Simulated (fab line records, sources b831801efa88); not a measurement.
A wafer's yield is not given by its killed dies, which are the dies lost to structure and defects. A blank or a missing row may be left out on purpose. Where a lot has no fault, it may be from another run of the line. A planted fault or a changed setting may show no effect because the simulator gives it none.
Chamber matching ; flow sky130 ; SKY_VIA3_CMP_02 on cmp-02 has 4 sister chambers
The step polishes SiO2. 8 wafers are shown with their chamber, then 7 later ones without.

## EACH WAFER AND ITS CHAMBER
wafer;chamber;motor_current_A (A);head_pressure_psi (psi)
L839.5;0;12.5;4.006
L843.3;0;12.0;4.018
L843.4;1;12.6;3.993
L846.2;2;11.0;3.990
L846.4;3;11.7;3.985
L846.5;3;11.0;3.987
L850.1;1;12.8;4.023
L850.3;2;10.6;4.002

## WAFERS WHOSE CHAMBER IS MISSING
wafer;motor_current_A (A);head_pressure_psi (psi)
L850.6;12.3;4.012
L856.1;11.7;4.001
L856.2;11.1;4.002
L856.6;11.1;4.014
L857.1;11.0;4.000
L857.3;12.6;4.003
L857.6;12.5;3.995

## WHICH CHAMBER EACH WENT THROUGH
wafer;from the rows above;in truth
L850.6;can't be placed: 0 or 1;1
L856.1;can't be placed: 3 or 0 or 2 or 1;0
L856.2;can't be placed: 2 or 3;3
L856.6;can't be placed: 2 or 3 or 0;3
L857.1;can't be placed: 2 or 3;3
L857.3;can't be placed: 1 or 0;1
L857.6;can't be placed: 1 or 0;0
Correct placement for 0 of the 7. These rows do not allow placing 7 (true chamber among the candidates in 7). Number placed wrongly: 0.
How it was worked out, from the rows above alone: a wafer's distance from a chamber is the root of the sum, over the readings, of the square of ((its reading less the chamber's mean) divided by the reading's scatter). If the next closest chamber is less than 2 further off than the closest, the wafer can't be placed; otherwise it belongs to the closest. For every chamber, the mean is computed from those of its wafers that are shown. The scatter: take each reading less its chamber's mean, square it, sum over the shown wafers, divide by the number of wafers less the number of chambers, and take the root.
